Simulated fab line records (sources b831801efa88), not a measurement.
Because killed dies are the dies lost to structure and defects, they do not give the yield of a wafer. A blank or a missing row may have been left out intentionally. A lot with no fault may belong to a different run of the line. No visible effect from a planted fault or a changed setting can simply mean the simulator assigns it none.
Which tool did it? :: flow sky130 :: Sampling: 14 lots, 42 wafers, 3 of 708 route steps

WHAT THE GAUGES SHOWED, per wafer
SKY_CONTACT_RS_MEAS_25: uses a four-point probe to measure.
lot: L275
measured: day 31 16:17
on: film-metro-01
CONTACT_W_RS (ohm/sq): 0.340 0.342 0.340

lot: L276
measured: day 31 22:58
on: film-metro-01
CONTACT_W_RS (ohm/sq): 0.328 0.333 0.343

lot: L277
measured: day 32 13:06
on: film-metro-02
CONTACT_W_RS (ohm/sq): 0.335 0.341 0.343

lot: L278
measured: day 32 19:07
on: film-metro-01
CONTACT_W_RS (ohm/sq): 0.333 0.339 0.333

lot: L279
measured: day 33 01:40
on: film-metro-02
CONTACT_W_RS (ohm/sq): 0.340 0.340 0.340

lot: L281
measured: day 33 14:34
on: film-metro-04
CONTACT_W_RS (ohm/sq): 0.338 0.339 0.341

lot: L280
measured: day 33 15:46
on: film-metro-01
CONTACT_W_RS (ohm/sq): 0.339 0.329 0.339

lot: L282
measured: day 34 02:19
on: film-metro-01
CONTACT_W_RS (ohm/sq): 0.340 0.342 0.343

lot: L284
measured: day 34 21:45
on: film-metro-02
CONTACT_W_RS (ohm/sq): 0.331 0.252 0.335

lot: L289
measured: day 36 07:29
on: film-metro-02
CONTACT_W_RS (ohm/sq): 0.347 0.258 0.350

lot: L293
measured: day 37 16:28
on: film-metro-01
CONTACT_W_RS (ohm/sq): 0.339 0.334 0.338

lot: L294
measured: day 37 17:19
on: film-metro-02
CONTACT_W_RS (ohm/sq): 0.336 0.336 0.332

lot: L295
measured: day 37 22:02
on: film-metro-01
CONTACT_W_RS (ohm/sq): 0.338 0.336 0.340

lot: L298
measured: day 38 20:55
on: film-metro-04
CONTACT_W_RS (ohm/sq): 0.335 0.336 0.342

SKY_CONTACT_THK_MEAS_26: measures by xrf.
lot: L275
measured: day 31 16:25
on: film-metro-01
CONTACT_W_THK (nm): 331 328 332

lot: L276
measured: day 31 23:04
on: film-metro-01
CONTACT_W_THK (nm): 339 337 326

lot: L277
measured: day 32 13:13
on: film-metro-02
CONTACT_W_THK (nm): 330 325 324

lot: L278
measured: day 32 19:13
on: film-metro-01
CONTACT_W_THK (nm): 336 330 337

lot: L279
measured: day 33 01:47
on: film-metro-02
CONTACT_W_THK (nm): 318 320 320

lot: L281
measured: day 33 14:41
on: film-metro-04
CONTACT_W_THK (nm): 321 321 318

lot: L280
measured: day 33 15:53
on: film-metro-01
CONTACT_W_THK (nm): 330 339 330

lot: L282
measured: day 34 02:26
on: film-metro-01
CONTACT_W_THK (nm): 326 323 322

lot: L284
measured: day 34 21:52
on: film-metro-02
CONTACT_W_THK (nm): 336 433 329

lot: L289
measured: day 36 07:37
on: film-metro-02
CONTACT_W_THK (nm): 317 422 313

lot: L293
measured: day 37 16:35
on: film-metro-01
CONTACT_W_THK (nm): 328 333 330

lot: L294
measured: day 37 17:26
on: film-metro-02
CONTACT_W_THK (nm): 325 324 328

lot: L295
measured: day 37 22:09
on: film-metro-01
CONTACT_W_THK (nm): 328 332 328

lot: L298
measured: day 38 21:02
on: film-metro-04
CONTACT_W_THK (nm): 324 324 318

WHAT TOOL EACH LOT RAN ON (gives the tool, then ch and the chambers of the sampled wafers, and finally the start)
lot: L275
SKY_CONTACT_CVD_24: cvd-w-02 ch 0,1, day 31 16:11

lot: L276
SKY_CONTACT_CVD_24: cvd-w-01 ch 0,1, day 31 22:52

lot: L277
SKY_CONTACT_CVD_24: cvd-w-02 ch 0,1, day 32 12:59

lot: L278
SKY_CONTACT_CVD_24: cvd-w-01 ch 0,1, day 32 19:00

lot: L279
SKY_CONTACT_CVD_24: cvd-w-02 ch 0,1, day 33 01:33

lot: L281
SKY_CONTACT_CVD_24: cvd-w-02 ch 0,1, day 33 14:26

lot: L280
SKY_CONTACT_CVD_24: cvd-w-01 ch 0,1, day 33 15:40

lot: L282
SKY_CONTACT_CVD_24: cvd-w-01 ch 0,1, day 34 02:12

lot: L284
SKY_CONTACT_CVD_24: cvd-w-01 ch 0,1, day 34 21:38

lot: L289
SKY_CONTACT_CVD_24: cvd-w-01 ch 1, day 36 07:23

lot: L293
SKY_CONTACT_CVD_24: cvd-w-02 ch 0,1, day 37 16:20

lot: L294
SKY_CONTACT_CVD_24: cvd-w-02 ch 0,1, day 37 17:12

lot: L295
SKY_CONTACT_CVD_24: cvd-w-02 ch 0,1, day 37 21:55

lot: L298
SKY_CONTACT_CVD_24: cvd-w-02 ch 0,1, day 38 20:47
- SKY_CONTACT_CVD_24: deposits W, target thk 340 nm, time 102.12 s.

AS READ BY THE TOOLS THEMSELVES (means over the sampled wafers that have a number; for cases with no such wafer, the mark the record gives instead)
SKY_CONTACT_CVD_24.
lot: L275
tool: cvd-w-02
heater-power-outer-w (W): 485
heater-power-w (W): 849

lot: L276
tool: cvd-w-01
heater-power-outer-w (W): 510
heater-power-w (W): 833

lot: L277
tool: cvd-w-02
heater-power-outer-w (W): 490
heater-power-w (W): 845

lot: L278
tool: cvd-w-01
heater-power-outer-w (W): 504
heater-power-w (W): 832

lot: L279
tool: cvd-w-02
heater-power-outer-w (W): 486
heater-power-w (W): 837

lot: L281
tool: cvd-w-02
heater-power-outer-w (W): 488
heater-power-w (W): 832

lot: L280
tool: cvd-w-01
heater-power-outer-w (W): 518
heater-power-w (W): 853

lot: L282
tool: cvd-w-01
heater-power-outer-w (W): 518
heater-power-w (W): 849

lot: L284
tool: cvd-w-01
heater-power-outer-w (W): 501
heater-power-w (W): 832

lot: L289
tool: cvd-w-01
heater-power-outer-w (W): 531
heater-power-w (W): 873

lot: L293
tool: cvd-w-02
heater-power-outer-w (W): 494
heater-power-w (W): 856

lot: L294
tool: cvd-w-02
heater-power-outer-w (W): 492
heater-power-w (W): 844

lot: L295
tool: cvd-w-02
heater-power-outer-w (W): 490
heater-power-w (W): 850

lot: L298
tool: cvd-w-02
heater-power-outer-w (W): 489
heater-power-w (W): 855

THE ANSWER, worked out from the rows above alone
Rule: usual is defined by the lots themselves. The widest of any qualifying gaps counts: lots, ordered by their means at a reading, are off when they make up no more than a third of the lots, leave a main group of 4 or more, and stand apart from it by 3 or more times the standard deviation of that group's means. Not used: any main group whose means are identical at the precision the tables above print for the reading. Also off: a lot with no number at a reading for which 4 or more lots have one. Where the step has rows for the other lots, those lots are counted as sound. Order of review: gauges by route order, followed by the tools' own readings, for which a lot's mean as printed above is used. At the first step where some lot is off, the reading lying furthest off is the one used; lots without a number count as furthest.
Off: at SKY_CONTACT_RS_MEAS_25 (CONTACT_W_RS), L284, L289. Main group: mean 0.338 ohm/sq, sd 0.0024.
A tool fits if, at a process step before that reading, it ran every lot that is off, and no sound lot after the first of them. Gauges at SKY_CONTACT_RS_MEAS_25: tried the same way as those tools. One candidate fits, namely cvd-w-01 at SKY_CONTACT_CVD_24. Its last sound lot is L282 (day 34 02:12), its first lot that is off L284 (day 34 21:38): a fault that began between those two fits.

WHAT THE SIMULATOR HAD PUT IN
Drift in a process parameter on cvd-w-01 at SKY_CONTACT_CVD_24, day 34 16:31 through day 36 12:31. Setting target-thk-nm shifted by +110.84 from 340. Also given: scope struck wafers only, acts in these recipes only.
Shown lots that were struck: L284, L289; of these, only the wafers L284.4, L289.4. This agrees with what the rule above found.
